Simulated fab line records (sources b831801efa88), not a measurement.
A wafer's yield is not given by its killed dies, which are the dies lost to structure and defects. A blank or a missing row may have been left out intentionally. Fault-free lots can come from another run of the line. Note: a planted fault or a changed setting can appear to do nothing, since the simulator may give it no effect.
Comparing a struck lot with a sound one    flow sky130    16 out of 708 route steps
Sound: the wafers L143.3, L143.4, L143.6. Struck: wafers L154.1, L154.3. (L154.6 of the same lot was not struck and is left out.) The cause comes at the end.
Per side, at each step with rows, come the tool, then ch with its chambers, and then its first start. Under that, the readings that differ: sound wafers    struck wafers    difference of the means    sigmas: that difference in standard deviations of wafers without a fault.
alike: words and numbers the same on both sides, and readings whose means are apart by under 2 such deviations; not compared: readings that were withheld, readings missing a value for some wafer, numbers with overlapping values and no deviation given by the record, and bounds like >300 which may hide the same value.
Wherever a step has rows on one side only, a row that says differs or no value, or a row with sigmas, the two part there. Numbers that have no deviation but don't overlap get no sigmas and don't part them. A reading missing from all wafers of one side parts the sides only when that side holds two or more wafers.

first, 7 steps without rows for these wafers: SKY_METAL4_HMDS_06 (prime time 60 s); SKY_METAL4_COAT_07 (resist thk 60 nm); SKY_METAL4_COAT_08 (resist thk 1140 nm); SKY_METAL4_SOFTBAKE_09 (time 90 s); SKY_METAL4_EXPOSE_10 (exposes mask MM4, target cd 300 nm); SKY_METAL4_PEB_11; SKY_METAL4_DEVELOP_12 (develop time 60 s).
SKY_METAL4_CD_MEAS_13: the cd target is 300 nm.
  struck on cdSem-01, day 45 17:52; sound on cdSem-02, day 43 00:42
  alike: cdNm
SKY_METAL4_OVL_MEAS_14:
  struck on overlay-02, day 45 17:59; sound on overlay-01, day 43 00:47
  alike: METAL4_OVL
SKY_METAL4_DESCUM_15: chemistry O2, time 8 s.
  sound on rieMetal-01 ch 0,1, day 43 00:50; struck on rieMetal-03 ch 0,1, day 45 18:01
  alike: drypumpMotorCurrentA, oesProductAu
  not compared: rfHoursCounterH
SKY_METAL4_ETCH_16: etches BARC in N2/H2, stops on SiO2, time 88.2 s, target depth 60 nm.
  sound on rieMetal-01 ch 0,1, day 43 00:53; struck on rieMetal-03 ch 0,1, day 45 18:03
  alike: drypumpMotorCurrentA, n2FlowSccm, oesProductAu, throttleValvePct
  not compared: rfHoursCounterH
SKY_METAL4_ETCH_17: etches SiO2 in C4F8/O2/Ar, stops on TiN, time 3.9 s, target depth 15 nm.
  sound on rieDiel-04 ch 0,3, day 43 00:57; struck on rieDiel-04 ch 0,1, day 45 18:09
  alike: oesProductAu
  not compared: rfHoursCounterH
SKY_METAL4_METAL_ETCH_18: etches the open film in Cl2/BCl3, stops on SiO2, target depth 845 nm, time 183.1 s.
  sound on rieMetal-02 ch 0,1, day 43 01:01; struck on rieMetal-01 ch 0,1, day 45 18:10
reading                                       sound              struck       difference  sigmas
model.KrF-thick_of_METAL4_COAT_08.thkNm (nm)  521 516.1 511.3    323 324.7    -192        
model.METAL4.cdNm (nm)                        294.2 293.6 296.9  273.4 276.1  -20.1       
model.SiO2_of_VIA3_HDPCVD_00.thkNm (nm)       434.9 434.6 435.5  424.6 425.7  -9.9        
  alike: drypumpMotorCurrentA, oesProductAu, throttleValvePct
  not compared: rfHoursCounterH
SKY_METAL4_STRIP_19: strips in O2/N2.
  sound on plasmaAsher-02 ch 0,1, day 43 01:11; struck on plasmaAsher-03 ch 0, day 45 18:20
reading                   sound              struck       difference  sigmas
oesProductAu (a.u.)       0.489 0.508 0.496  0.417 0.415  -0.082      -15
stripTimeToEndpointS (s)  6.45 6.41 6.39     4.47 4.48    -1.94       -30
  alike: drypumpMotorCurrentA, n2FlowSccm
  not compared: rfHoursCounterH
then, 1 step without rows for these wafers: SKY_METAL4_STRIP_20 (strips in post etch residue remover, time 1200 s).
-- the record jumps here: 4 days lie between the struck wafers' starts before and after (it left off in module METAL4 and takes up again in module PAD_OPEN, whose first step shown is number 708 of the route) --
SKY_PAD_OPEN_PROBE_99:
  struck on prober-02, day 49 06:40; sound on prober-02, day 46 22:38
reading                        sound                struck         difference  sigmas
killedAtFrontEnd               24 19 13             9 10           -9          -2
model.etest.met4.widthNm (nm)  291.2 292.8 299.4    274.2 276.3    -19.2       
model.etest.met4.lineOhmUm     0.147 0.1479 0.1412  0.1563 0.1531  +0.0093     
  alike: defectLimitedYield, killed_at_M0_to_M3, killed_at_M4_up, killedAtContacts, killedAtOther, killedDies, killedOpen, killedShort, sort_bin_3_pad_short, sort_bin_5_function, sort_bin_6_memory, sortNPass, sortYieldPct

WHERE THEY PART
Earliest at SKY_METAL4_STRIP_19; latest, in this record, at SKY_PAD_OPEN_PROBE_99.

WHY: what had been put in by the simulator
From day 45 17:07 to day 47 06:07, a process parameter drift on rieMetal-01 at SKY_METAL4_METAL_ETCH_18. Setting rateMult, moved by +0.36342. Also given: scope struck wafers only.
